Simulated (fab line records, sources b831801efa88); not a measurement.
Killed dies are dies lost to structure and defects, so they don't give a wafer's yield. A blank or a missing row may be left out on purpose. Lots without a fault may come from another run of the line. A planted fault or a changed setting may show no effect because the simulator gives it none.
A struck lot beside a sound one | flow sky130 | 33 steps out of a route of 708
Sound: wafers L140.3, L140.4, L140.6. Struck: wafer L152.1. (L152.3 of the same lot was not struck and is left out.) The cause comes at the end.
At each step with rows: each side's tool, then ch and its chambers, then its first start. Under that, the readings that differ: sound wafers | struck wafers | difference of the means | sigmas: that difference in standard deviations of wafers without a fault.
alike: readings whose means differ by less than 2 such deviations, and words and numbers that are the same on both sides. not compared: withheld readings, readings that some wafer has no value for, bounds like >300 that may hide the same value, and numbers for which the record gives no deviation and whose values overlap.
The two part at a step that has a row with sigmas, a row that says differs or no value, or rows on one side only. Numbers that don't overlap but have no deviation are shown without sigmas and don't part them. A reading that every wafer of one side lacks parts them only if that side has two wafers or more.

first, 4 steps without rows for these wafers: SKY_LOCAL_INTERCONNECT_SOFTBAKE_07 (time 90 s); SKY_LOCAL_INTERCONNECT_EXPOSE_08 (exposes mask LI1M, target cd 170 nm); SKY_LOCAL_INTERCONNECT_PEB_09; SKY_LOCAL_INTERCONNECT_DEVELOP_10 (develop time 60 s).
SKY_LOCAL_INTERCONNECT_CD_MEAS_11: target cd 170 nm.
  sound on cd_sem-01, day 32 18:29; struck on cd_sem-01, day 36 19:57
  alike: cd_nm
SKY_LOCAL_INTERCONNECT_OVL_MEAS_12:
  sound on overlay-02, day 32 18:35; struck on overlay-02, day 36 20:04
  alike: LOCAL_INTERCONNECT_OVL
SKY_LOCAL_INTERCONNECT_ETCH_13: etches BARC in N2/H2, stops on SiO2, time 45.9 s, target depth 60 nm.
  sound on rie_metal-03 ch 0, day 32 18:38; struck on rie_metal-03 ch 1, day 36 20:06
  reading                | sound | struck | difference                   | sigmas
  rf_hours_counter_h (h) | - - - | 3      | no value on the sound wafers |
  alike: chamber_pressure_mTorr, drypump_motor_current_A, oes_product_au, throttle_valve_pct
SKY_LOCAL_INTERCONNECT_METAL_ETCH_14: etches TiN in Cl2/BCl3, stops on PSG, target depth 110 nm, time 31.4 s.
  sound on rie_metal-03 ch 0, day 32 18:46; struck on rie_metal-03 ch 1, day 36 20:10
  reading                | sound | struck | difference                   | sigmas
  rf_hours_counter_h (h) | - - - | 3      | no value on the sound wafers |
  alike: chamber_pressure_mTorr, drypump_motor_current_A, oes_product_au, throttle_valve_pct
SKY_LOCAL_INTERCONNECT_STRIP_15: strips in O2/N2.
  sound on plasma_asher-04 ch 0,1, day 32 18:52; struck on plasma_asher-02 ch 1, day 36 20:13
  reading                | sound             | struck | difference                   | sigmas
  oes_product_au (a.u.)  | 0.419 0.426 0.426 | 0.436  | +0.012                       | +3
  rf_hours_counter_h (h) | - - -             | 37     | no value on the sound wafers |
  alike: chamber_pressure_mTorr, drypump_motor_current_A, strip_time_to_endpoint_s
then, 3 steps without rows for these wafers: SKY_LOCAL_INTERCONNECT_STRIP_16 (strips in post etch residue remover, time 1200 s); SKY_LOCAL_INTERCONNECT_CLEAN_17 (cleans in IPA, time 180 s); SKY_LOCAL_INTERCONNECT_CLEAN_18 (cleans in O3/DIW).
SKY_CONTACT_CVD_00: deposits Si3N4, target thk 75 nm.
  sound on pecvd-01 ch 1,2, day 32 19:28; struck on pecvd-01 ch 2, day 36 20:49
  reading                                   | sound          | struck | difference | sigmas
  model.Si3N4_of_CONTACT_CVD_00.thk_nm (nm) | 73 74.33 73.88 | 61.02  | -12.72     |
  alike: heater_power_w
  not compared: susceptor_temp_C
SKY_CONTACT_THK_MEAS_01:
  sound on film_metro-02, day 32 19:31; struck on film_metro-02, day 36 20:50
  reading                 | sound          | struck | difference | sigmas
  CONTACT_CVD_00_THK (nm) | 73.0 74.3 73.9 | 61.0   | -12.7      | -12
then, 1 step without rows for these wafers: SKY_CONTACT_HDPCVD_02 (deposits SiO2, target thk 565 nm, time 94.2 s).
SKY_CONTACT_THK_MEAS_03:
  sound on film_metro-01, day 32 19:38; struck on film_metro-01, day 36 20:58
  reading                 | sound       | struck | difference | sigmas
  CONTACT_HDPCVD_THK (nm) | 545 550 554 | 566    | +16        | +2
then, 1 step without rows for these wafers: SKY_CONTACT_CMP_04 (polishes SiO2).
SKY_CONTACT_BOW_MEAS_05:
  sound on film_metro-01, day 32 20:01; struck on film_metro-03, day 36 21:20
  alike: CONTACT_BOW
then, 8 steps without rows for these wafers: SKY_CONTACT_DEHYDRATE_06 (time 60 s); SKY_CONTACT_HMDS_07 (prime time 60 s); SKY_CONTACT_COAT_08 (resist thk 60 nm); SKY_CONTACT_COAT_09 (resist thk 450 nm); SKY_CONTACT_SOFTBAKE_10 (time 90 s); SKY_CONTACT_EXPOSE_11 (exposes mask CTM1, target cd 170 nm); SKY_CONTACT_PEB_12; SKY_CONTACT_DEVELOP_13 (develop time 60 s).
SKY_CONTACT_CD_MEAS_14: target cd 170 nm.
  sound on cd_sem-01, day 33 23:06; struck on cd_sem-01, day 37 22:58
  reading    | sound             | struck | difference | sigmas
  cd_nm (nm) | 167.5 166.9 167.7 | 171.8  | +4.4       | +3
SKY_CONTACT_OVL_MEAS_15:
  sound on overlay-01, day 33 23:11; struck on overlay-02, day 37 23:05
  alike: CONTACT_OVL
SKY_CONTACT_ETCH_16: etches BARC in N2/H2, stops on SiO2, time 45.9 s, target depth 60 nm.
  sound on rie_diel-01 ch 0,2, day 33 23:13; struck on rie_diel-01 ch 3, day 37 23:07
  alike: chamber_pressure_mTorr, drypump_motor_current_A, oes_product_au, throttle_valve_pct
  not compared: rf_hours_counter_h
then, 1 step without rows for these wafers: SKY_CONTACT_ETCH_17 (etches SiO2 in C4F8/O2/Ar, stops on Si3N4, target depth 340 nm).
SKY_CONTACT_ETCH_18: etches Si3N4 in CHF3/O2, stops on TiN, time 39 s, target depth 75 nm.
  sound on rie_diel-01 ch 0,2; struck on rie_diel-01 ch 3
  reading                  | sound             | struck | difference | sigmas
  oes_product_au (a.u.)    | 0.840 0.855 0.844 | 0.764  | -0.082     | -10
  throttle_valve_pct (%)   | 8.781 8.797 8.802 | 8.758  | -0.035     | -4
  model.etch.depth_nm (nm) | 73 74.33 73.88    | 61.02  | -12.72     |
  alike: chamber_pressure_mTorr, drypump_motor_current_A
  not compared: rf_hours_counter_h
SKY_CONTACT_STRIP_19: strips in O2/N2.
  sound on plasma_asher-03 ch 0,1, day 33 23:23; struck on plasma_asher-03 ch 0, day 37 23:15
  reading                | sound | struck | difference                   | sigmas
  rf_hours_counter_h (h) | - - - | 16     | no value on the sound wafers |
  alike: chamber_pressure_mTorr, drypump_motor_current_A, oes_product_au, strip_time_to_endpoint_s
-- the record jumps here: 12 days lie between the struck wafers' starts before and after (it left off in module CONTACT and takes up again in module PAD_OPEN, whose first step shown is number 708 of the route) --
SKY_PAD_OPEN_PROBE_99:
  the record has rows for the struck wafers here (prober-01, day 50 09:19) and none for the sound ones

WHERE THEY PART
First at SKY_LOCAL_INTERCONNECT_ETCH_13; last, within this record, at SKY_PAD_OPEN_PROBE_99.

WHY: what the simulator had put in
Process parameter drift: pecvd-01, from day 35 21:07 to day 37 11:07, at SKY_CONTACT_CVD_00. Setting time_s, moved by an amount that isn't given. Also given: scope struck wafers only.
